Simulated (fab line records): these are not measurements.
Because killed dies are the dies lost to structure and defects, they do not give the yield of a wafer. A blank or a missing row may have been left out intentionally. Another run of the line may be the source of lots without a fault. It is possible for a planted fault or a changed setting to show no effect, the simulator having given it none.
fab line records	flow gf180mcu
record lots=24	wafers=72	last-day=34
route steps=602 shown V1@349 V3@445 V4@498 M5@537 PASSIVATION@590
lots untouched by any fault: they come from a run of this same line in which no faults occurred
start-h: the number of hours between the record's first day and the start of the first shown wafer of the lot	wait-h: time in hours since the lot's previous step	" the same as in the row above	L1.1+2: several wafers, shown together as one row	- either no value or no given start	* or withheld: withheld	< > ~ a bound
route shown NAME@n: names a module that has steps shown in the file, with the first one's number in the route	usual: average and standard deviation across the fault-free wafers	same: alike in all rows	chamber/n: place in a boat	sites: each site's reading	_std_site: standard deviation across them	_edge_site: the outer-site mean with the inner-site mean subtracted	radius-mm: how far each site lies from the wafer's centre	mask NAME#n: copy n	behind: the tool/chamber that last shaped the wafer	hold: why the lot was held/for how many hours/how that ended	device: names the non-switching transistor (n, p or np)	end of line: the same wafers' tests at the end of the route	where a step has no rows: the recipe by itself	killed: count of dies lost to structure and defects at first sort (not the wafer's yield)	map: the dies of a wafer, with x for killed, . for not killed, _ for no die there
set.NAME: the run value of the setting; set.NAME@STEP: its run value at that earlier step	model.NAME: the simulator's own value behind a step, which no gauge read
one table for each step of the route and one row for each wafer, over a sample of lots
services: when a tool's chamber went out of use (start-h, in hours from the record's first day, below 0 if earlier), for how many hours, and the reason
## steps
# step GF_V1_CD_MEAS_14
# recipe target-cd-nm=260
# usual cd-nm=260.3/1.4
lot.wafer	tool	chamber	start-h	wait-h	cd-nm
L074.1	cd-sem-02	-	424.33	0.1	262.2
L074.4	"	-	"	"	263.2
L074.5	"	-	"	"	262.5
L075.2	cd-sem-01	-	436.87	0.1	259.9
L075.3	"	-	"	"	260.1
L075.6	"	-	"	"	260.2
L076.1	cd-sem-01	-	442.43	0.1	259.5
L076.5	"	-	"	"	260.9
L076.6	"	-	"	"	261.7
L077.1	cd-sem-02	-	446.60	0.1	259.1
L077.3	"	-	"	"	258.9
L077.6	"	-	"	"	258.7
L079.2	cd-sem-02	-	452.25	0.1	257.4
L079.4	"	-	"	"	259.3
L079.5	"	-	"	"	258.3
L078.1	cd-sem-01	-	456.28	0.1	260.0
L078.4	"	-	"	"	261.0
L078.6	"	-	"	"	259.9
L080.3	cd-sem-02	-	469.07	0.1	261.0
L080.5	"	-	"	"	260.8
L080.6	"	-	"	"	260.9
L081.3	cd-sem-02	-	477.94	0.1	261.1
L081.4	"	-	"	"	262.5
L081.5	"	-	"	"	262.0
L082.2	cd-sem-02	-	484.65	0.1	260.1
L082.4	"	-	"	"	260.5
L082.6	"	-	"	"	259.9
L083.2	cd-sem-02	-	488.47	0.1	257.9
L083.3	"	-	"	"	257.7
L083.5	"	-	"	"	257.2
L084.2	cd-sem-01	-	506.65	0.1	259.1
L084.3	"	-	"	"	260.6
L084.4	"	-	"	"	259.2
L085.1	cd-sem-01	-	516.70	0.1	259.8
L085.3	"	-	"	"	260.3
L085.6	"	-	"	"	260.1
L086.3	cd-sem-02	-	523.74	0.1	259.3
L086.4	"	-	"	"	258.7
L086.5	"	-	"	"	259.1
L087.1	cd-sem-01	-	529.29	0.1	261.5
L087.4	"	-	"	"	262.9
L087.5	"	-	"	"	262.4
L088.1	cd-sem-01	-	534.78	0.1	259.7
L088.3	"	-	"	"	258.7
L088.6	"	-	"	"	259.8
L089.1	cd-sem-01	-	547.45	0.1	260.7
L089.5	"	-	"	"	260.7
L089.6	"	-	"	"	260.9
L090.1	cd-sem-02	-	552.25	0.1	260.8
L090.5	"	-	"	"	261.9
L090.6	"	-	"	"	261.4
L091.2	cd-sem-02	-	563.60	0.1	259.3
L091.3	"	-	"	"	258.9
L091.5	"	-	"	"	260.4
L092.2	cd-sem-01	-	563.95	0.1	261.1
L092.4	"	-	"	"	261.0
L092.6	"	-	"	"	260.7
L093.1	cd-sem-02	-	578.23	0.1	259.7
L093.2	"	-	"	"	260.2
L093.4	"	-	"	"	259.5
L094.1	cd-sem-01	-	583.33	0.1	261.1
L094.5	"	-	"	"	261.0
L094.6	"	-	"	"	260.1
L095.1	cd-sem-02	-	592.04	0.1	258.7
L095.5	"	-	"	"	257.5
L095.6	"	-	"	"	258.4
L096.2	cd-sem-01	-	597.31	0.1	261.2
L096.3	"	-	"	"	262.0
L096.4	"	-	"	"	261.0
L097.1	cd-sem-01	-	603.88	0.1	262.1
L097.4	"	-	"	"	260.4
L097.5	"	-	"	"	261.9
# step GF_V1_CVD_23
# recipe material=W	target-thk-nm=350	time-s=105.05	temp-c=400	pressure-torr=40
# usual heater-power-w=732/81
lot.wafer	tool	chamber	start-h	wait-h	heater-power-w
L074.1	cvd-w-01	1	425.25	0.0	645
L074.4	"	1	"	"	670
L074.5	"	1	"	"	660
L075.2	cvd-w-02	1	437.77	0.0	865
L075.3	"	0	"	"	726
L075.6	"	0	"	"	719
L076.1	cvd-w-02	1	443.35	0.0	877
L076.5	"	1	"	"	869
L076.6	"	0	"	"	732
L077.1	cvd-w-02	0	447.52	0.0	712
L077.3	"	0	"	"	715
L077.6	"	0	"	"	699
L079.2	cvd-w-02	0	453.15	0.0	728
L079.4	"	0	"	"	699
L079.5	"	1	"	"	866
L078.1	cvd-w-02	1	457.20	0.0	860
L078.4	"	0	"	"	730
L078.6	"	1	"	"	847
L080.3	cvd-w-01	0	470.02	0.1	689
L080.5	"	0	"	"	670
L080.6	"	1	"	"	667
L081.3	cvd-w-02	1	478.88	0.1	871
L081.4	"	0	"	"	727
L081.5	"	1	"	"	914
L082.2	cvd-w-02	0	485.56	0.0	704
L082.4	"	1	"	"	889
L082.6	"	1	"	"	857
L083.2	cvd-w-01	0	489.36	0.0	679
L083.3	"	1	"	"	661
L083.5	"	1	"	"	659
L084.2	cvd-w-01	1	507.55	0.0	665
L084.3	"	1	"	"	651
L084.4	"	0	"	"	709
L085.1	cvd-w-02	1	517.62	0.0	905
L085.3	"	1	"	"	880
L085.6	"	1	"	"	869
L086.3	cvd-w-01	0	524.68	0.1	693
L086.4	"	1	"	"	649
L086.5	"	1	"	"	658
L087.1	cvd-w-01	0	530.28	0.0	699
L087.4	"	0	"	"	689
L087.5	"	0	"	"	696
L088.1	cvd-w-01	0	535.73	0.0	703
L088.3	"	0	"	"	694
L088.6	"	0	"	"	700
L089.1	cvd-w-01	0	548.40	0.0	687
L089.5	"	0	"	"	700
L089.6	"	1	"	"	654
L090.1	cvd-w-02	0	553.51	0.0	731
L090.5	"	1	"	"	876
L090.6	"	0	"	"	731
L091.2	cvd-w-01	0	564.86	0.0	687
L091.3	"	0	"	"	706
L091.5	"	0	"	"	670
L092.2	cvd-w-02	1	564.94	0.0	890
L092.4	"	0	"	"	714
L092.6	"	0	"	"	703
L093.1	cvd-w-02	0	579.15	0.0	738
L093.2	"	1	"	"	861
L093.4	"	1	"	"	875
L094.1	cvd-w-01	1	584.25	0.0	671
L094.5	"	1	"	"	682
L094.6	"	0	"	"	707
L095.1	cvd-w-01	0	593.30	0.0	710
L095.5	"	0	"	"	699
L095.6	"	1	"	"	649
L096.2	cvd-w-01	1	598.21	0.0	663
L096.3	"	1	"	"	676
L096.4	"	0	"	"	697
L097.1	cvd-w-01	0	604.80	0.0	695
L097.4	"	1	"	"	664
L097.5	"	0	"	"	694
# step GF_V3_ETCH_16
# recipe chemistry=N2/H2	target-depth-a=withheld	overetch-a=withheld	time-s=withheld	target=BARC	ion-energy-ev=200	source-w=500	bias-w=100	pressure-mtorr=30	n2-flow-sccm=100	h2-flow-sccm=200
# usual chamber-pressure-mTorr=30.000/0.029	drypump-motor-current-A=5.6/0.52	oes-product-au=0.854/0.0045	throttle-valve-pct=13.225/0.0094
lot.wafer	tool	chamber	start-h	wait-h	chamber-pressure-mTorr	drypump-motor-current-A	oes-product-au	throttle-valve-pct
L074.1	rie-diel-01	1	526.75	0.0	30.008	6.2	0.858	13.214
L074.4	"	0	"	"	29.996	5.0	0.854	13.213
L074.5	"	3	"	"	29.998	6.2	0.854	13.229
L075.2	rie-diel-01	1	539.19	0.0	29.917	6.2	0.855	13.224
L075.3	"	0	"	"	29.991	5.0	0.838	13.203
L075.6	"	3	"	"	30.008	6.2	0.845	13.222
L076.1	rie-diel-02	0	543.64	0.0	29.966	5.6	0.855	13.236
L076.5	"	2	"	"	30.026	5.6	0.851	13.220
L076.6	"	3	"	"	29.961	6.2	0.851	13.214
L077.1	rie-diel-02	1	547.24	0.0	29.949	6.1	0.845	13.221
L077.3	"	2	"	"	30.007	5.6	0.860	13.233
L077.6	"	3	"	"	30.026	6.2	0.848	13.217
L079.2	rie-diel-01	1	553.05	0.0	29.997	6.2	0.860	13.226
L079.4	"	2	"	"	30.071	5.0	0.853	13.217
L079.5	"	2	"	"	30.002	4.9	0.860	13.231
L078.1	rie-diel-01	2	557.30	0.0	29.945	4.9	0.851	13.218
L078.4	"	0	"	"	29.957	5.0	0.858	13.246
L078.6	"	2	"	"	30.019	4.9	0.858	13.216
L080.3	rie-diel-02	2	568.11	0.0	29.989	5.6	0.856	13.224
L080.5	"	1	"	"	30.065	6.1	0.855	13.227
L080.6	"	0	"	"	30.047	5.6	0.849	13.228
L081.3	rie-diel-01	0	576.75	0.0	30.023	5.0	0.856	13.244
L081.4	"	0	"	"	30.009	5.0	0.860	13.217
L081.5	"	2	"	"	30.048	4.9	0.858	13.230
L082.2	rie-diel-01	0	582.25	0.0	30.005	5.0	0.853	13.231
L082.4	"	2	"	"	30.017	4.9	0.852	13.213
L082.6	"	0	"	"	29.999	5.0	0.850	13.229
L083.2	rie-diel-01	3	585.40	0.0	29.990	6.3	0.855	13.227
L083.3	"	2	"	"	29.968	4.9	0.855	13.243
L083.5	"	0	"	"	30.001	5.0	0.863	13.226
L084.2	rie-diel-03	3	601.35	0.0	30.017	5.7	0.855	13.237
L084.3	"	1	"	"	30.001	5.4	0.859	13.235
L084.4	"	0	"	"	30.017	5.2	0.858	13.235
L085.1	rie-diel-01	0	609.74	0.0	29.994	5.0	0.849	13.239
L085.3	"	3	"	"	30.040	6.2	0.851	13.229
L085.6	"	2	"	"	29.971	4.9	0.856	13.194
L086.3	rie-diel-03	3	616.94	0.0	29.989	5.7	0.851	13.222
L086.4	"	2	"	"	30.000	4.8	0.851	13.215
L086.5	"	2	"	"	30.017	4.8	0.852	13.220
L087.1	rie-diel-02	1	622.44	0.0	30.041	6.1	0.854	13.218
L087.4	"	2	"	"	29.957	5.6	0.851	13.218
L087.5	"	1	"	"	29.987	6.1	0.855	13.225
L088.1	rie-diel-03	3	627.34	0.0	29.977	5.7	0.855	13.231
L088.3	"	1	"	"	29.994	5.4	0.857	13.223
L088.6	"	1	"	"	30.017	5.4	0.855	13.211
L089.1	rie-diel-02	2	640.09	0.0	29.939	5.6	0.862	13.236
L089.5	"	1	"	"	29.991	6.1	0.854	13.240
L089.6	"	0	"	"	29.985	5.6	0.856	13.211
L090.1	rie-diel-03	2	641.19	0.0	30.007	4.8	0.853	13.233
L090.5	"	0	"	"	30.016	5.3	0.852	13.221
L090.6	"	3	"	"	29.970	5.7	0.849	13.219
L091.2	rie-diel-02	2	650.59	0.0	29.990	5.6	0.844	13.227
L091.3	"	0	"	"	30.015	5.6	0.849	13.223
L091.5	"	1	"	"	30.011	6.1	0.859	13.228
L092.2	rie-diel-01	1	651.80	0.0	29.962	6.2	0.855	13.213
L092.4	"	0	"	"	30.025	5.0	0.854	13.212
L092.6	"	3	"	"	30.049	6.2	0.859	13.213
L093.1	rie-diel-01	3	665.60	0.0	30.049	6.3	0.849	13.227
L093.2	"	1	"	"	29.990	6.2	0.863	13.229
L093.4	"	0	"	"	30.024	5.0	0.856	13.224
L094.1	rie-diel-02	1	668.80	0.0	29.967	6.1	0.849	13.215
L094.5	"	3	"	"	30.005	6.2	0.849	13.229
L094.6	"	0	"	"	30.019	5.6	0.854	13.236
L095.1	rie-diel-02	1	681.40	0.0	29.974	6.1	0.860	13.226
L095.5	"	1	"	"	30.036	6.2	0.855	13.213
L095.6	"	3	"	"	29.967	6.2	0.856	13.215
L096.2	rie-diel-01	0	683.99	0.0	30.027	5.0	0.851	13.238
L096.3	"	3	"	"	30.017	6.2	0.859	13.226
L096.4	"	1	"	"	30.032	6.2	0.852	13.224
L097.1	rie-diel-03	3	688.19	0.0	29.943	5.7	0.851	13.219
L097.4	"	2	"	"	30.044	4.8	0.854	13.220
L097.5	"	1	"	"	30.008	5.4	0.858	13.241
# step GF_V4_SPUTTER_22
# recipe material=TiN	target-thk-nm=10	chamber-pressure-pa=5	power-w=4000	time-s=40
# usual chamber-pressure-pa=5.001/0.0099	throttle-valve-pct=30.3/0.84
lot.wafer	tool	chamber	start-h	wait-h	chamber-pressure-pa	throttle-valve-pct
L074.1	pvd-sputter-03	-	575.62	0.0	5.007	30.6
L074.4	"	-	"	"	5.019	31.0
L074.5	"	-	"	"	4.997	29.5
L075.2	pvd-sputter-03	-	587.14	0.0	5.001	30.9
L075.3	"	-	"	"	4.985	30.2
L075.6	"	-	"	"	5.009	29.6
L076.1	pvd-sputter-03	-	591.37	0.0	5.002	30.1
L076.5	"	-	"	"	4.999	31.0
L076.6	"	-	"	"	5.007	29.5
L077.1	pvd-sputter-03	-	594.47	0.0	4.996	31.0
L077.3	"	-	"	"	5.013	30.8
L077.6	"	-	"	"	4.995	29.3
L079.2	pvd-sputter-03	-	600.52	0.0	4.991	30.7
L079.4	"	-	"	"	4.992	29.9
L079.5	"	-	"	"	4.996	31.2
L078.1	pvd-sputter-03	-	604.82	0.0	4.998	30.6
L078.4	"	-	"	"	5.010	29.9
L078.6	"	-	"	"	4.998	29.6
L080.3	pvd-sputter-02	-	614.43	0.0	4.995	29.6
L080.5	"	-	"	"	5.014	28.6
L080.6	"	-	"	"	4.993	29.2
L081.3	pvd-sputter-04	-	622.15	0.0	5.007	32.5
L081.4	"	-	"	"	5.007	28.9
L081.5	"	-	"	"	5.006	30.5
L082.2	pvd-sputter-03	-	627.24	0.0	5.009	30.7
L082.4	"	-	"	"	5.005	30.1
L082.6	"	-	"	"	5.000	30.7
L083.2	pvd-sputter-04	-	630.91	0.0	5.020	30.4
L083.3	"	-	"	"	5.002	29.2
L083.5	"	-	"	"	4.992	29.1
L084.2	pvd-sputter-03	-	645.86	0.0	5.011	30.9
L084.3	"	-	"	"	4.988	30.2
L084.4	"	-	"	"	5.007	29.5
L085.1	pvd-sputter-03	-	653.83	0.0	4.998	30.3
L085.3	"	-	"	"	5.007	31.1
L085.6	"	-	"	"	4.997	30.6
L086.3	pvd-sputter-03	-	662.52	0.0	4.989	30.8
L086.4	"	-	"	"	4.993	30.6
L086.5	"	-	"	"	4.975	30.9
L087.1	pvd-sputter-02	-	665.62	0.0	4.986	29.5
L087.4	"	-	"	"	4.994	30.3
L087.5	"	-	"	"	5.004	30.2
L088.1	pvd-sputter-04	-	669.43	0.0	5.019	30.2
L088.3	"	-	"	"	4.995	32.7
L088.6	"	-	"	"	5.014	30.3
L089.1	pvd-sputter-02	-	684.64	0.0	4.999	28.6
L089.5	"	-	"	"	5.003	30.8
L089.6	"	-	"	"	4.995	28.3
L090.1	pvd-sputter-03	-	685.41	0.0	4.988	30.7
L090.5	"	-	"	"	5.024	30.8
L090.6	"	-	"	"	4.990	31.0
L091.2	pvd-sputter-02	-	694.12	0.0	4.990	29.4
L091.3	"	-	"	"	5.006	30.2
L091.5	"	-	"	"	5.008	28.5
L092.2	pvd-sputter-04	-	694.26	0.0	5.003	29.4
L092.4	"	-	"	"	5.010	30.4
L092.6	"	-	"	"	5.007	30.3
L093.1	pvd-sputter-03	-	707.92	0.0	5.002	30.8
L093.2	"	-	"	"	4.987	30.9
L093.4	"	-	"	"	4.999	30.2
L094.1	pvd-sputter-04	-	710.57	0.0	4.999	29.0
L094.5	"	-	"	"	5.002	31.0
L094.6	"	-	"	"	5.004	28.8
L095.1	pvd-sputter-03	-	722.44	0.0	4.994	31.3
L095.5	"	-	"	"	5.009	30.9
L095.6	"	-	"	"	5.025	31.0
L096.2	pvd-sputter-04	-	724.98	0.0	4.991	30.9
L096.3	"	-	"	"	5.003	30.3
L096.4	"	-	"	"	4.982	31.1
L097.1	pvd-sputter-03	-	729.42	0.0	4.999	29.6
L097.4	"	-	"	"	4.998	30.6
L097.5	"	-	"	"	4.980	30.5
# step GF_M5_STRIP_11
# recipe chemistry=O2/N2	power-w=1400	pressure-mtorr=1500	platen-temp-c=250	o2-flow-sccm=3000	n2-flow-sccm=300	overash-fraction=0.5
# usual chamber-pressure-mTorr=1500.1/1.4	drypump-motor-current-A=5.9/0.47	heater-power-w=321/16	oes-product-au=0.543/0.0047	strip-time-to-endpoint-s=7.52/0.044
# same overash-fraction=0.5
lot.wafer	tool	chamber	start-h	wait-h	chamber-pressure-mTorr	drypump-motor-current-A	heater-power-w	oes-product-au	rf-hours-counter-h	strip-time-to-endpoint-s
L074.1	plasma-asher-01	1	619.54	0.1	1502.2	5.3	307	0.544	84	7.46
L074.4	"	1	"	"	1499.0	5.4	310	0.544	-	7.46
L074.5	"	1	"	"	1500.4	5.3	316	0.539	-	7.48
L075.2	plasma-asher-04	1	630.09	0.1	1499.4	5.2	297	0.549	21	7.52
L075.3	"	0	"	"	1501.1	6.1	327	0.543	-	7.52
L075.6	"	1	"	"	1500.7	5.1	291	0.547	-	7.56
L076.1	plasma-asher-03	0	634.43	0.2	1503.8	6.5	331	0.535	93	7.42
L076.5	"	1	"	"	1501.5	6.0	326	0.553	-	7.49
L076.6	"	0	"	"	1502.2	6.5	335	0.536	-	7.48
L077.1	plasma-asher-03	1	639.51	0.1	1500.7	6.0	322	0.542	93	7.52
L077.3	"	0	"	"	1498.2	6.5	339	0.534	-	7.42
L077.6	"	0	"	"	1500.9	6.5	338	0.543	-	7.50
L079.2	plasma-asher-03	0	642.48	0.1	1500.6	6.4	342	0.545	94	7.46
L079.4	"	1	"	"	1500.9	6.1	324	0.540	-	7.49
L079.5	"	1	"	"	1500.8	6.0	318	0.541	-	7.45
L078.1	plasma-asher-03	0	646.24	0.1	1500.1	6.4	328	0.551	94	7.47
L078.4	"	0	"	"	1498.5	6.4	338	0.545	-	7.49
L078.6	"	0	"	"	1499.7	6.5	337	0.541	-	7.50
L080.3	plasma-asher-01	0	656.42	0.1	1499.9	5.9	328	0.539	-	7.48
L080.5	"	1	"	"	1498.5	5.4	311	0.546	-	7.53
L080.6	"	0	"	"	1501.2	5.9	327	0.547	-	7.45
L081.3	plasma-asher-04	0	664.47	0.1	1500.6	6.1	327	0.554	-	7.53
L081.4	"	1	"	"	1499.1	5.1	291	0.547	-	7.59
L081.5	"	1	"	"	1500.7	5.1	293	0.543	-	7.52
L082.2	plasma-asher-01	0	666.09	0.1	1500.2	5.9	329	0.545	89	7.58
L082.4	"	1	"	"	1501.2	5.3	313	0.541	-	7.52
L082.6	"	0	"	"	1497.7	5.9	322	0.531	-	7.56
L083.2	plasma-asher-01	0	670.23	0.1	1501.0	5.9	326	0.540	89	7.52
L083.3	"	1	"	"	1499.1	5.3	311	0.546	-	7.51
L083.5	"	0	"	"	1501.4	5.9	331	0.544	-	7.46
L084.2	plasma-asher-03	1	686.04	0.1	1499.3	6.0	325	0.542	98	7.56
L084.3	"	0	"	"	1502.2	6.4	334	0.543	-	7.51
L084.4	"	1	"	"	1500.9	6.0	322	0.551	-	7.61
L085.1	plasma-asher-03	0	693.87	0.1	1501.6	6.5	342	0.545	99	7.56
L085.3	"	1	"	"	1498.7	6.0	316	0.540	-	7.55
L085.6	"	1	"	"	1498.8	6.0	334	0.545	-	7.56
L086.3	plasma-asher-03	0	702.25	0.1	1499.4	6.5	346	0.545	-	7.56
L086.4	"	1	"	"	1500.1	6.0	335	0.545	-	7.61
L086.5	"	1	"	"	1501.7	6.0	328	0.542	-	7.58
L087.1	plasma-asher-01	1	705.48	0.1	1497.4	5.3	311	0.543	93	7.55
L087.4	"	1	"	"	1501.1	5.3	311	0.546	-	7.51
L087.5	"	0	"	"	1499.4	5.9	329	0.541	-	7.50
L088.1	plasma-asher-04	1	708.97	0.1	1500.6	5.1	290	0.543	29	7.49
L088.3	"	0	"	"	1501.0	6.1	340	0.551	-	7.52
L088.6	"	1	"	"	1498.8	5.1	295	0.549	-	7.55
L089.1	plasma-asher-04	0	723.08	0.1	1501.4	6.1	335	0.544	30	7.53
L089.5	"	0	"	"	1498.6	6.1	336	0.540	-	7.52
L089.6	"	1	"	"	1500.4	5.1	294	0.545	-	7.56
L090.1	plasma-asher-04	1	724.22	0.1	1501.7	5.1	290	0.544	30	7.54
L090.5	"	1	"	"	1499.5	5.1	295	0.543	-	7.52
L090.6	"	0	"	"	1500.8	6.1	337	0.545	-	7.53
L091.2	plasma-asher-03	0	732.04	0.1	1500.3	6.4	330	0.543	103	7.48
L091.3	"	0	"	"	1497.2	6.4	339	0.537	-	7.47
L091.5	"	0	"	"	1502.1	6.5	340	0.538	-	7.50
L092.2	plasma-asher-04	1	732.39	0.1	1499.1	5.1	290	0.551	31	7.57
L092.4	"	1	"	"	1498.2	5.1	291	0.542	-	7.52
L092.6	"	0	"	"	1501.0	6.1	333	0.536	-	7.50
L093.1	plasma-asher-04	1	743.89	0.1	1502.2	5.1	300	0.539	32	7.54
L093.2	"	0	"	"	1501.0	6.1	332	0.539	32	7.51
L093.4	"	0	"	"	1501.3	6.1	329	0.544	-	7.49
L094.1	plasma-asher-03	1	747.08	0.1	1498.1	6.0	323	0.538	105	7.43
L094.5	"	0	"	"	1500.9	6.4	333	0.536	-	7.47
L094.6	"	1	"	"	1500.3	6.0	327	0.548	-	7.51
L095.1	plasma-asher-01	1	757.18	0.2	1498.1	5.3	319	0.539	1	7.52
L095.5	"	1	"	"	1501.9	5.3	311	0.546	-	7.52
L095.6	"	0	"	"	1501.2	5.9	310	0.546	-	7.57
L096.2	plasma-asher-04	1	760.58	0.1	1498.7	5.1	296	0.540	34	7.54
L096.3	"	1	"	"	1499.3	5.1	297	0.557	-	7.51
L096.4	"	0	"	"	1498.5	6.1	330	0.540	-	7.56
L097.1	plasma-asher-04	1	764.17	0.1	1502.6	5.1	290	0.545	34	7.60
L097.4	"	0	"	"	1498.2	6.1	329	0.547	-	7.59
L097.5	"	0	"	"	1501.2	6.1	332	0.549	-	7.63
# step GF_PASSIVATION_THK_MEAS_03
# recipe reads=Si3N4_of_PASSIVATION_CVD_02
# usual PASSIVATION_CVD_02_THK=700/8.4
lot.wafer	tool	chamber	start-h	wait-h	PASSIVATION_CVD_02_THK[nm]
L074.1	film-metro-03	-	664.13	0.1	700
L074.4	"	-	"	"	717
L074.5	"	-	"	"	702
L075.2	film-metro-03	-	672.34	0.2	685
L075.3	"	-	"	"	695
L075.6	"	-	"	"	703
L076.1	film-metro-04	-	677.48	0.1	692
L076.5	"	-	"	"	700
L076.6	"	-	"	"	704
L077.1	film-metro-02	-	681.85	0.3	699
L077.3	"	-	"	"	707
L077.6	"	-	"	"	710
L079.2	film-metro-04	-	686.29	0.3	688
L079.4	"	-	"	"	696
L079.5	"	-	"	"	710
L078.1	film-metro-02	-	689.40	0.1	693
L078.4	"	-	"	"	706
L078.6	"	-	"	"	703
L080.3	film-metro-04	-	698.19	0.2	707
L080.5	"	-	"	"	704
L080.6	"	-	"	"	711
L081.3	film-metro-02	-	707.58	0.2	693
L081.4	"	-	"	"	705
L081.5	"	-	"	"	708
L082.2	film-metro-04	-	709.00	0.2	700
L082.4	"	-	"	"	702
L082.6	"	-	"	"	706
L083.2	film-metro-03	-	712.68	0.2	688
L083.3	"	-	"	"	689
L083.5	"	-	"	"	707
L084.2	film-metro-02	-	727.14	0.2	693
L084.3	"	-	"	"	686
L084.4	"	-	"	"	700
L085.1	film-metro-02	-	734.16	0.1	680
L085.3	"	-	"	"	689
L085.6	"	-	"	"	705
L086.3	film-metro-03	-	740.91	0.2	700
L086.4	"	-	"	"	708
L086.5	"	-	"	"	713
L087.1	film-metro-03	-	744.19	0.1	688
L087.4	"	-	"	"	710
L087.5	"	-	"	"	710
L088.1	film-metro-04	-	747.74	0.1	696
L088.3	"	-	"	"	691
L088.6	"	-	"	"	702
L089.1	film-metro-04	-	761.42	0.1	691
L089.5	"	-	"	"	707
L089.6	"	-	"	"	705
L090.1	film-metro-02	-	762.14	0.1	702
L090.5	"	-	"	"	712
L090.6	"	-	"	"	704
L091.2	film-metro-02	-	769.40	0.2	692
L091.3	"	-	"	"	690
L091.5	"	-	"	"	693
L092.2	film-metro-02	-	769.86	0.2	695
L092.4	"	-	"	"	697
L092.6	"	-	"	"	708
L093.1	film-metro-02	-	781.43	0.1	704
L093.2	"	-	"	"	692
L093.4	"	-	"	"	718
L094.1	film-metro-02	-	783.89	0.1	703
L094.5	"	-	"	"	713
L094.6	"	-	"	"	710
L095.1	film-metro-04	-	792.99	0.1	700
L095.5	"	-	"	"	703
L095.6	"	-	"	"	698
L096.2	film-metro-04	-	796.21	0.3	706
L096.3	"	-	"	"	715
L096.4	"	-	"	"	709
L097.1	film-metro-04	-	798.69	0.1	695
L097.4	"	-	"	"	707
L097.5	"	-	"	"	711
## services
tool	chamber	start-h	hours	kind
plasma-asher-04	-	421.25	9.0	pm
pvd-sputter-03	-	424.81	0.9	repair
rie-diel-01	2	428.80	9.9	repair
rie-diel-02	3	434.46	17.8	repair
cvd-w-01	1	437.93	3.5	repair
pvd-sputter-03	-	481.38	22.1	repair
rie-diel-01	1	489.56	3.4	repair
cvd-w-01	-	514.27	0.7	repair
cvd-w-02	0	545.17	5.2	repair
cvd-w-01	-	556.29	1.6	repair
cvd-w-02	-	642.86	1.3	repair
rie-diel-01	-	644.58	0.7	repair
cvd-w-02	-	649.15	1.4	repair
pvd-sputter-03	-	651.00	1.5	repair
cvd-w-01	-	685.15	0.6	repair
cvd-w-01	-	688.85	2.0	repair
plasma-asher-04	-	689.51	2.8	pm
cvd-w-02	0	713.32	6.1	repair
pvd-sputter-03	-	718.63	0.9	repair
cvd-w-01	-	718.94	2.8	pm
plasma-asher-03	-	721.64	1.6	repair
rie-diel-01	-	730.90	2.8	pm
cvd-w-02	-	744.43	0.5	repair
rie-diel-01	-	745.17	0.5	repair
## key
fault none
